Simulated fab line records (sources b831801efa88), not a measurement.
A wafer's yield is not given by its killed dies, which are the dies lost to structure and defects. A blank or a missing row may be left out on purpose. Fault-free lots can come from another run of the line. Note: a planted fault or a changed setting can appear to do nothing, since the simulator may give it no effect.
8D (eight disciplines) problem report, filled in by code | flow sky130 | the parts of the form that need people (team, actions taken, sign-off) are left out

## 1. THE ISSUE
Wafers without a fault read 400 C, standard deviation 0.036; tube_center_temp_C at SKY_PAD_OPEN_ANNEAL_12 reads a mean of 422 C on 6 wafers belonging to 2 lots. That is +99 or more standard deviations from the usual mean.
First observed at day 47 22:04: wafer L499.1, on furnace-02. The record has a number at this step for 33 wafers belonging to 11 lots. Rule for "out", or "out of limits": more than 4 standard deviations from the usual mean. Any other wafer with a number is counted as sound.

## 2. WHAT IT IS; WHAT IT IS NOT
question                    | is                                                                                                                                   | is not
which readings at this step | tube_center_temp_C, spike_tc_bottom_C, spike_tc_centre_C, spike_tc_lower_C, spike_tc_top_C, spike_tc_upper_C, tube_center_temp_C_max | ramp_down_c_per_min
which lots                  | L499, L503                                                                                                                           | L494, L495, L496, L497, L498, L507, L509, L511, L513
which wafers of those lots  | all that have a number                                                                                                               | -
read on which tools         | furnace-02                                                                                                                           | furnace-01
when                        | from day 47 22:04                                                                                                                    | up to then (15 sound wafers); but 12 sound wafers of L507, L509, L511, L513 came after

## 3. SUSPECTS, AND WHAT RULES EACH OUT
Counting: a tool stays on the suspect list if, at a process step up to the reading, it processed all lots that are out and no sound lot following the first of them.
- furnace-02 at SKY_PAD_OPEN_ANNEAL_12: kept. Every lot that is out went through it, starting with L499 (day 47 22:04), and after that it ran no sound lot; the last sound lot it ran before then is L497 (day 47 11:47). On those wafers its own readings are out: spike_tc_bottom_C, spike_tc_centre_C, spike_tc_lower_C, spike_tc_top_C, spike_tc_upper_C, tube_center_temp_C, tube_center_temp_C_max.
Left after counting: furnace-02 at SKY_PAD_OPEN_ANNEAL_12.

## 4. THE CAUSE (what the simulator had put in)
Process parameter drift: furnace-02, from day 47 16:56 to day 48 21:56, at SKY_PAD_OPEN_ANNEAL_12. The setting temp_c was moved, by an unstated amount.
The count eliminated every tool but this one.

## 5. THE CHAIN OF EFFECTS, in route order
Each row: a reading whose mean over the struck wafers that have a number lies more than 3 standard deviations from the usual. Readings are gone through only where the record gives a usual standard deviation; hours: the median, over the lots, of the time from a lot's start at the first step in this table giving one to that lot's start at this step; sigmas: the change measured in usual standard deviations.
hours | step                   | reading                | usual   | on struck wafers | change | sigmas
0     | SKY_PAD_OPEN_ANNEAL_12 | spike_tc_bottom_C      | 429 C   | 453              | +24    | +8.1
0     | SKY_PAD_OPEN_ANNEAL_12 | spike_tc_centre_C      | 401.4 C | 422.3            | +20.9  | +15
0     | SKY_PAD_OPEN_ANNEAL_12 | spike_tc_lower_C       | 400.8 C | 422.1            | +21.3  | +21
0     | SKY_PAD_OPEN_ANNEAL_12 | spike_tc_top_C         | 428.5 C | 450.7            | +22.2  | +17
0     | SKY_PAD_OPEN_ANNEAL_12 | spike_tc_upper_C       | 400.2 C | 420.9            | +20.8  | +17
0     | SKY_PAD_OPEN_ANNEAL_12 | tube_center_temp_C     | 400 C   | 422              | +22    | +99 or more
0     | SKY_PAD_OPEN_ANNEAL_12 | tube_center_temp_C_max | 401.05  | 422.53           | +21.48 | +99 or more
Process steps it contains:
- SKY_PAD_OPEN_ANNEAL_12

## 6. WHAT WOULD HAVE CAUGHT IT SOONER
First out-of-limits reading in this record: day 47 22:04, which is 5 hours after fault onset at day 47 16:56.
